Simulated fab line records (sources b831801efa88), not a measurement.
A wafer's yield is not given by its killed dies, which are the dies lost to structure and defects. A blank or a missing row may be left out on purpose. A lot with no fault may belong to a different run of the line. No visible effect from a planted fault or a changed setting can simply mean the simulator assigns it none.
Which of the tools did it? || flow gf180mcu || Sampling: 6 lots, 18 wafers, 2 of 602 route steps

## WHAT EACH GAUGE READ, for each wafer
GF_MVPSD_TW_MEAS_11.
{"lot": "L301", "measured": "day 5 10:20", "on": "filmMetro-03", "MVPSD_TW": "551 554 554"}
{"lot": "L303", "measured": "day 6 02:10", "on": "filmMetro-02", "MVPSD_TW": "555 557 554"}
{"lot": "L306", "measured": "day 6 19:02", "on": "filmMetro-03", "MVPSD_TW": "550 549 551"}
{"lot": "L312", "measured": "day 8 09:21", "on": "filmMetro-04", "MVPSD_TW": "572 574 577 573 574 574"}
{"lot": "L316", "measured": "day 9 05:58", "on": "filmMetro-02", "MVPSD_TW": "552 553 554"}
{"lot": "L322", "measured": "day 10 20:08", "on": "filmMetro-03", "MVPSD_TW": "552 552 553"}

## WHAT TOOL EACH LOT RAN ON (gives the tool, then ch and the chambers of the sampled wafers, and finally the start)
{"lot": "L301", "GF_MVPSD_IMPLANT_09": "implanter-01 ch 0, day 5 10:05"}
{"lot": "L303", "GF_MVPSD_IMPLANT_09": "implanter-03 ch 0, day 6 01:56"}
{"lot": "L306", "GF_MVPSD_IMPLANT_09": "implanter-03 ch 0, day 6 18:48"}
{"lot": "L312", "GF_MVPSD_IMPLANT_09": "implanter-04 ch 0, day 8 09:07"}
{"lot": "L316", "GF_MVPSD_IMPLANT_09": "implanter-01 ch 0, day 9 05:43"}
{"lot": "L322", "GF_MVPSD_IMPLANT_09": "implanter-03 ch 0, day 10 19:54"}
- GF_MVPSD_IMPLANT_09

## THE ANSWER, worked out from the rows above alone
Rule: the lots themselves supply what counts as usual. Put in order of their means at a reading, lots are off if they are a third of the lots or fewer, leave a main group of 4 or more, and stand apart from it by a gap of 3 or more times the standard deviation of the main group's means; of several such gaps the widest counts. If all means in a main group match to the digits the tables above print for the reading, that group is not used. A lot without any number at a reading at which 4 lots or more have one is off too. All remaining lots with rows at the step are treated as sound.
Off: L312, at GF_MVPSD_TW_MEAS_11 (MVPSD_TW). The main group has a mean of 553 with a standard deviation of 1.7.
If a tool, at a process step before that reading, ran all the lots that are off and no sound lot after the first of them, it fits. Those tools and the gauges at GF_MVPSD_TW_MEAS_11 are tried in the same way. Undecided on this evidence; 2 tools fit (implanter-04 at GF_MVPSD_IMPLANT_09, filmMetro-04 at GF_MVPSD_TW_MEAS_11).

## WHAT HAD BEEN PUT IN BY THE SIMULATOR
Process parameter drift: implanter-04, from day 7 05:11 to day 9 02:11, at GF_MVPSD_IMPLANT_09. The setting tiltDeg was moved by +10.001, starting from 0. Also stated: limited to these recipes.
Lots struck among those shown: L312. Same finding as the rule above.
